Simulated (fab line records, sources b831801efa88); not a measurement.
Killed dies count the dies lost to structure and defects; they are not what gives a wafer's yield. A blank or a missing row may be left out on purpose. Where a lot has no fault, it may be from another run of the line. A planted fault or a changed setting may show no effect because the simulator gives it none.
One fault through the eyes of 2 desks + flow sky130 + what lay behind the numbers comes last; until then each desk has only its own

## FOR THE TOOL OWNER'S DESK: cvd w-01
The tool's own readings at SKY_LI_CONTACT_CVD_21 (deposits W, target thk 400 nm, time 120.56 s): means of the sampled wafers that have a number, for each lot that ran on this tool. Any lot whose mean is over 4 standard deviations away from the usual mean is out of limits and marked OUT; that distance is given in the brackets.
Columns: A = chamber pressure Torr at SKY_LI_CONTACT_CVD_21, usual 40.01 Torr; B = heater power w at SKY_LI_CONTACT_CVD_21, usual 870 W
| lot  | first seen here | A               | B   |
|------|-----------------|-----------------|-----|
| L627 | day 29 04:14    | 39.97           | 859 |
| L634 | day 32 20:12    | 41.63 (+19) OUT | 886 |
| L637 | day 32 21:24    | 43.09 (+37) OUT | 910 |
This desk's verdict: out of limits on L634, L637, starting with L634 at day 32 20:12 (chamber pressure Torr at SKY_LI_CONTACT_CVD_21). Within limits: L627.

## FROM THE METROLOGY DESK
What the gauges read for every lot (on any tool): the sampled wafers with a number, averaged. Any lot whose mean is over 4 standard deviations away from the usual mean is out of limits and marked OUT; that distance is given in the brackets.
Columns: A = cd nm at SKY_LI_CONTACT_CD_MEAS_12, usual 169.6 nm; B = LI_CONTACT_OVL at SKY_LI_CONTACT_OVL_MEAS_13, usual 3 nm; C = LI_CONTACT_W_RS at SKY_LI_CONTACT_RS_MEAS_22, usual 0.284 ohm/sq
| lot  | first seen here | A     | B  | C     |
|------|-----------------|-------|----|-------|
| L627 | day 29 03:31    | 168.1 | 9  | 0.285 |
| L634 | day 32 19:28    | 169.1 | 9  | 0.284 |
| L637 | day 32 20:40    | 169.5 | -1 | 0.277 |
| L647 | day 35 14:12    | 171.2 | -6 | 0.276 |
| L648 | day 36 02:56    | 171.5 | 2  | 0.280 |
| L649 | day 36 05:10    | 167.9 | 3  | 0.281 |
This desk found nothing out of limits on any of the 6 lots.

## ALL TOGETHER
The tool owner's desk had the chance to raise an alarm at day 32 20:12 on L634, L637.
Nothing out of limits was seen by the metrology desk.
The metrology desk holds a record of L634, L637, inside its limits.
SKY_LI_CONTACT_CVD_21 was run on cvd w-01 by each of the lots named.

## WHAT THE SIMULATOR PUT IN
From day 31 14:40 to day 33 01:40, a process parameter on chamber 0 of cvd w-01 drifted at SKY_LI_CONTACT_CVD_21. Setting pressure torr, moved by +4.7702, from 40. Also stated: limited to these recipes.
Struck lots among those shown: L634, L637.
How many hours passed from the start of the fault until each desk's first out-of-limits reading: the tool owner's desk, 30.
